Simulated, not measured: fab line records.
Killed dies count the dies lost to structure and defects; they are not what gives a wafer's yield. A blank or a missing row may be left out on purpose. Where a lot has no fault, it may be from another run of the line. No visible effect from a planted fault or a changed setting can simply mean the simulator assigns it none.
Matching of chambers | flow sfq line | pecvd-04 running SFQ_TRILAYER_I3_DEP_PECVD_081: 3 sister chambers
The step deposits SiO2 from SiH4/N2O, time 111.11 s, target thk 500 nm. 6 wafers are shown with their chamber, then 7 later ones without.

WAFERS WITH THEIR CHAMBER
wafer  | chamber | throttle valve pct (%) | heater power w (W)
L119.5 | 1       | 23.8                   | 62
L123.1 | 0       | 23.0                   | 105
L123.2 | 2       | 22.1                   | 89
L123.5 | 1       | 23.4                   | 71
L127.3 | 2       | 22.0                   | 76
L127.5 | 0       | 22.8                   | 103

WAFERS WHOSE CHAMBER IS MISSING
wafer  | throttle valve pct (%) | heater power w (W)
L127.6 | 22.1                   | 77
L129.3 | 23.2                   | 98
L129.4 | 22.0                   | 90
L129.6 | 23.6                   | 69
L131.1 | 23.1                   | 92
L131.4 | 23.9                   | 72
L131.5 | 23.0                   | 97

WHICH CHAMBER EACH ONE RAN IN
wafer  | from the rows above | in truth
L127.6 | 2                   | 2
L129.3 | 0                   | 0
L129.4 | 2                   | 2
L129.6 | 1                   | 1
L131.1 | 0                   | 0
L131.4 | 1                   | 1
L131.5 | 0                   | 0
Correctly placed: 7 of 7. From these rows, 0 cannot be placed. Number placed wrongly: 0.
How it was worked out, from the rows above alone: a wafer's distance from a chamber is the root of the sum, over the readings, of the square of ((its reading less the chamber's mean) divided by the reading's scatter). If the next closest chamber is less than 2 further off than the closest, the wafer can't be placed; otherwise it belongs to the closest. The mean given for a chamber averages the wafers shown for that chamber. The scatter: the root of (the sum of the squares of (reading less its chamber's mean) over the shown wafers, divided by (wafers less chambers)).
